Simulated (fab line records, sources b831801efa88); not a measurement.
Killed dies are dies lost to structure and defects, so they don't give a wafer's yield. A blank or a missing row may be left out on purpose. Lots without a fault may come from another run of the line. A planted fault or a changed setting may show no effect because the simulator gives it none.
Problem report in the 8D (eight disciplines) form, filled by code | flow gf180mcu | the parts of the form that need people (team, actions taken, sign-off) are left out

1. THE PROBLEM
SAB_CVD_00_THK at GF_SAB_THK_MEAS_01 reads a mean of 45.3 nm on 1 wafer of 1 lot; wafers without a fault read 50.2 nm with a standard deviation of 0.68. That is -7.2 standard deviations from the usual mean.
First seen on wafer L614.5, day 17 09:59, on film_metro-03. The record holds 39 wafers of 13 lots with a number at this step. Rule for "out", or "out of limits": more than 4 standard deviations from the usual mean. The other wafers with a number count as sound.

2. WHAT IT IS AND WHAT IT IS NOT
question                    | is                | is not
which readings at this step | SAB_CVD_00_THK    | -
which lots                  | L614              | L605, L608, L609, L610, L615, L619, L620, L621, L624, L625, L627, L628
which wafers of those lots  | L614.5            | L614.3, L614.4
read on which gauges        | film_metro-03     | film_metro-01, film_metro-02
when                        | from day 17 09:59 | up to then (14 sound wafers); but 24 sound wafers of L615, L619, L620, L621, L624, L625, L627, L628 came after

3. SUSPECTS, AND WHAT RULES EACH OUT
Counting: a tool at a process step up to the reading stays a suspect if it ran every lot that is out. Sound lots after the first of them don't rule it out here, since some wafers of a struck lot are sound.
- the gauge at GF_SAB_THK_MEAS_01: kept. All the wafers that are out were read on film_metro-03, and no step on other tools shows them out.
- pecvd-03 at GF_SAB_CVD_00 (deposits SiO2 from TEOS, target thk 50 nm, time 4.9302 s): kept. It ran the lot that is out, L614 (day 17 09:56); its last sound lot up to then is L610 (day 16 09:05).
- Within pecvd-03 at GF_SAB_CVD_00: the wafers that are out ran in chamber 2; their sound lot-mates ran in chambers 0, 1.
Left after counting: pecvd-03 at GF_SAB_CVD_00, film_metro-03 at GF_SAB_THK_MEAS_01.

4. THE CAUSE (what the simulator had put in)
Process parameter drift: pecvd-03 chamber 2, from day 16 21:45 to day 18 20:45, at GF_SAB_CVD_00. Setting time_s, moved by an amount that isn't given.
Counting left 2 suspects, and this tool is among them.

5. THE CHAIN OF EFFECTS, in route order
Each row: a reading whose mean over the struck wafers that have a number lies more than 3 standard deviations from the usual. Only readings for which the record gives a usual standard deviation are gone through. hours: the time from each lot's start at the first step in this table that gives one to its start at this step, as a median over the lots. sigmas: the change in usual standard deviations.
hours | step               | reading        | usual   | on struck wafers | change | sigmas
0     | GF_SAB_THK_MEAS_01 | SAB_CVD_00_THK | 50.2 nm | 45.3             | -4.9   | -7.2
Readings that are blank on the struck wafers while sound wafers have them: rf_fwd_power_W at GF_SAB_CVD_00.

6. WHAT WOULD HAVE CAUGHT IT SOONER
In this record the first reading out of limits at a measuring or inspecting step was taken at day 17 09:59, 12 hours after the fault began at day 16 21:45.
All the lots that are out (1) had begun GF_SAB_CVD_00 on pecvd-03 by day 17 09:59. A hold on the tool at that time would have spared none of them.
